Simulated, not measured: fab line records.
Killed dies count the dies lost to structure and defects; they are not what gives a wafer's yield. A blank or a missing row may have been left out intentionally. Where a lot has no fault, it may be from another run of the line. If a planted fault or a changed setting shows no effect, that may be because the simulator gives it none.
Check for tools in common + flow sfq_line + 14 lots and 42 wafers in the sample

## WHY THIS WAS OPENED
At SFQ_R5_RS_MEAS_933 the reading R5_MONX_RS is flagged on 2 of 14 lots. No-fault wafers: 7.01 ohm/sq, standard deviation 0.067.
Rule: flag the lot when none of its wafers has a number, or when each of its wafers that has one lies beyond 4 standard deviations from that mean. As for the other lots, they are considered sound.

| lot  | measured     | on            | R5_MONX_RS (ohm/sq), wafer by wafer | flag    |
|------|--------------|---------------|-------------------------------------|---------|
| L185 | day 55 05:12 | film_metro-03 | 7.00 6.97 6.98                      |         |
| L186 | day 57 01:04 | film_metro-02 | 7.05 6.98 6.89                      |         |
| L187 | day 57 03:24 | film_metro-02 | 6.91 6.84 6.98                      |         |
| L188 | day 57 04:37 | film_metro-03 | 6.94 6.90 6.91                      |         |
| L189 | day 57 07:01 | film_metro-03 | 7.03 7.07 7.02                      |         |
| L190 | day 57 11:57 | film_metro-03 | 7.07 7.06 7.02                      |         |
| L191 | day 57 17:56 | film_metro-02 | 7.05 6.93 7.03                      |         |
| L192 | day 57 20:56 | film_metro-02 | 6.99 7.00 6.97                      |         |
| L197 | day 58 11:56 | film_metro-02 | 6.55 6.62 6.54                      | FLAGGED |
| L198 | day 58 13:38 | film_metro-03 | 6.99 7.12 7.03                      |         |
| L199 | day 58 22:10 | film_metro-02 | 6.87 6.91 6.99                      |         |
| L201 | day 59 12:41 | film_metro-02 | 6.55 6.58 6.61                      | FLAGGED |
| L205 | day 60 10:40 | film_metro-03 | 6.98 6.95 7.07                      |         |
| L207 | day 60 21:37 | film_metro-03 | 7.07 7.04 7.15                      |         |
On average the flagged lots' numbers are 6.58 ohm/sq, which is -0.43 ohm/sq against the usual, or -6 standard deviations.

## LOT BY LOT: THE TOOL USED
The record holds 4 process steps before the reading, out of a route of 325 steps. Every cell lists first the tool, next ch and the chambers used by the sampled wafers, and last the start.
| lot  | flag    | SFQ_TRILAYER_I2_DEP_PECVD_063   | SFQ_TRILAYER_M5_ETCH_METAL_ETCH_126 | SFQ_TRILAYER_A5B_DEP_PECVD_129  | SFQ_TRILAYER_R5_DEP_SPUTTER_133 |
|------|---------|---------------------------------|-------------------------------------|---------------------------------|---------------------------------|
| L185 |         | pecvd-01 ch 0,2, day 23 20:40   | rie_metal-03 ch 0,1, day 54 23:50   | pecvd-03 ch 1,2, day 55 00:48   | pvd_sputter-05, day 55 05:07    |
| L186 |         | pecvd-02 ch 0,1,2, day 23 22:17 | rie_metal-03 ch 0,1, day 56 19:43   | pecvd-01 ch 0,1,2, day 56 20:38 | pvd_sputter-03, day 57 00:56    |
| L187 |         | pecvd-04 ch 0,1,2, day 24 05:57 | rie_metal-01 ch 0,1, day 56 22:03   | pecvd-02 ch 0,1,2, day 56 23:01 | pvd_sputter-03, day 57 03:20    |
| L188 |         | pecvd-01 ch 0,1, day 24 14:12   | rie_metal-03 ch 0,1, day 56 23:15   | pecvd-03 ch 0,2, day 57 00:14   | pvd_sputter-05, day 57 04:32    |
| L189 |         | pecvd-02 ch 0,2, day 30 18:40   | rie_metal-01 ch 0,1, day 57 01:39   | pecvd-01 ch 0,1, day 57 02:37   | pvd_sputter-04, day 57 06:56    |
| L190 |         | pecvd-04 ch 0,1,2, day 30 19:52 | rie_metal-03 ch 0, day 57 06:34     | pecvd-02 ch 0,1,2, day 57 07:32 | pvd_sputter-03, day 57 11:51    |
| L191 |         | pecvd-02 ch 0,1, day 31 04:23   | rie_metal-03 ch 0,1, day 57 10:10   | pecvd-01 ch 0,2, day 57 11:08   | pvd_sputter-03, day 57 17:51    |
| L192 |         | pecvd-02 ch 0,1, day 31 06:47   | rie_metal-01 ch 0,1, day 57 12:40   | pecvd-03 ch 0,1,2, day 57 13:40 | pvd_sputter-05, day 57 20:51    |
| L197 | FLAGGED | pecvd-04 ch 0,2, day 32 06:47   | rie_metal-03 ch 0,1, day 58 01:52   | pecvd-03 ch 0,1,2, day 58 02:50 | pvd_sputter-03, day 58 11:51    |
| L198 |         | pecvd-02 ch 1,2, day 32 16:32   | rie_metal-03 ch 0,1, day 58 05:21   | pecvd-02 ch 0,2, day 58 06:19   | pvd_sputter-04, day 58 13:33    |
| L199 |         | pecvd-01 ch 0,1,2, day 32 22:31 | rie_metal-04 ch 0,1, day 58 16:47   | pecvd-03 ch 0,2, day 58 17:46   | pvd_sputter-05, day 58 22:04    |
| L201 | FLAGGED | pecvd-01 ch 0,1,2, day 33 20:10 | rie_metal-03 ch 0,1, day 59 06:37   | pecvd-03 ch 0,1,2, day 59 07:46 | pvd_sputter-03, day 59 12:33    |
| L205 |         | pecvd-02 ch 0,2, day 35 16:05   | rie_metal-01 ch 0, day 60 04:14     | pecvd-02 ch 1,2, day 60 05:12   | pvd_sputter-05, day 60 10:35    |
| L207 |         | pecvd-01 ch 0,1, day 36 05:02   | rie_metal-01 ch 0,1, day 60 16:14   | pecvd-02 ch 0,1,2, day 60 17:12 | pvd_sputter-05, day 60 21:31    |
What the steps here do:
- SFQ_TRILAYER_I2_DEP_PECVD_063: deposits SiO2 from SiH4/N2O, time 111.11 s, target thk 500 nm.
- SFQ_TRILAYER_M5_ETCH_METAL_ETCH_126: etches Nb in Cl2/BCl3, stops on SiO2, time 203.2 s, target depth 265 nm.
- SFQ_TRILAYER_A5B_DEP_PECVD_129: deposits SiO2 from SiH4/N2O, time 133.33 s, target thk 600 nm.
- SFQ_TRILAYER_R5_DEP_SPUTTER_133: material MoNx, target thk 40 nm, time 66.7 s.
- SFQ_R5_RS_MEAS_933: measures by four-point-probe.

## FLAGGED AGAINST TOTAL, ONE TOOL AT A TIME (gauges that did the reading follow at the end)
| step                                | tool           | lots run | flagged | share of the flagged lots | sound lots run after its first flagged lot |
|-------------------------------------|----------------|----------|---------|---------------------------|--------------------------------------------|
| SFQ_TRILAYER_I2_DEP_PECVD_063       | pecvd-01       | 5        | 1       | some                      | 1 (L207)                                   |
| SFQ_TRILAYER_I2_DEP_PECVD_063       | pecvd-02       | 6        | 0       | none                      | -                                          |
| SFQ_TRILAYER_I2_DEP_PECVD_063       | pecvd-04       | 3        | 1       | some                      | 0                                          |
| SFQ_TRILAYER_M5_ETCH_METAL_ETCH_126 | rie_metal-01   | 5        | 0       | none                      | -                                          |
| SFQ_TRILAYER_M5_ETCH_METAL_ETCH_126 | rie_metal-03   | 8        | 2       | all                       | 1 (L198)                                   |
| SFQ_TRILAYER_M5_ETCH_METAL_ETCH_126 | rie_metal-04   | 1        | 0       | none                      | -                                          |
| SFQ_TRILAYER_A5B_DEP_PECVD_129      | pecvd-01       | 3        | 0       | none                      | -                                          |
| SFQ_TRILAYER_A5B_DEP_PECVD_129      | pecvd-02       | 5        | 0       | none                      | -                                          |
| SFQ_TRILAYER_A5B_DEP_PECVD_129      | pecvd-03       | 6        | 2       | all                       | 1 (L199)                                   |
| SFQ_TRILAYER_R5_DEP_SPUTTER_133     | pvd_sputter-03 | 6        | 2       | all                       | 0                                          |
| SFQ_TRILAYER_R5_DEP_SPUTTER_133     | pvd_sputter-04 | 2        | 0       | none                      | -                                          |
| SFQ_TRILAYER_R5_DEP_SPUTTER_133     | pvd_sputter-05 | 6        | 0       | none                      | -                                          |
| SFQ_R5_RS_MEAS_933                  | film_metro-02  | 7        | 2       | all                       | 1 (L199)                                   |
| SFQ_R5_RS_MEAS_933                  | film_metro-03  | 7        | 0       | none                      | -                                          |

## WHAT IS ALLOWED BY THE TABLE
4 rows of the table ran every flagged lot: rie_metal-03 at SFQ_TRILAYER_M5_ETCH_METAL_ETCH_126, pecvd-03 at SFQ_TRILAYER_A5B_DEP_PECVD_129, pvd_sputter-03 at SFQ_TRILAYER_R5_DEP_SPUTTER_133, film_metro-02 at SFQ_R5_RS_MEAS_933.
- rie_metal-03 at SFQ_TRILAYER_M5_ETCH_METAL_ETCH_126: 2 of its 8 lots flagged. Lots that were sound ran on it after the first flagged one (L198); a persistent fault on the entire tool would not allow that.
- pecvd-03 at SFQ_TRILAYER_A5B_DEP_PECVD_129: 2 of its 6 lots flagged. Lots that were sound ran on it after the first flagged one (L199); a persistent fault on the entire tool would not allow that.
- pvd_sputter-03 at SFQ_TRILAYER_R5_DEP_SPUTTER_133: 2 of its 6 lots flagged. Last sound lot L191 at day 57 17:51, first flagged lot L197 at day 58 11:51; a fault beginning in between fits. Its own readings (cathode_dc_power_W) fall more than 4 standard deviations out on all wafers of the flagged lots.
- film_metro-02 at SFQ_R5_RS_MEAS_933: 2 of its 7 lots flagged. Lots that were sound ran on it after the first flagged one (L199); a persistent fault on the entire tool would not allow that.
One tool is left: pvd_sputter-03 at SFQ_TRILAYER_R5_DEP_SPUTTER_133.

## WHAT THE SIMULATOR PUT IN
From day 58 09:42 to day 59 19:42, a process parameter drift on pvd_sputter-03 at SFQ_TRILAYER_R5_DEP_SPUTTER_133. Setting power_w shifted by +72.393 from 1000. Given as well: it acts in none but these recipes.
Shown lots that were struck: L197, L201. The rule given above showed the same thing.
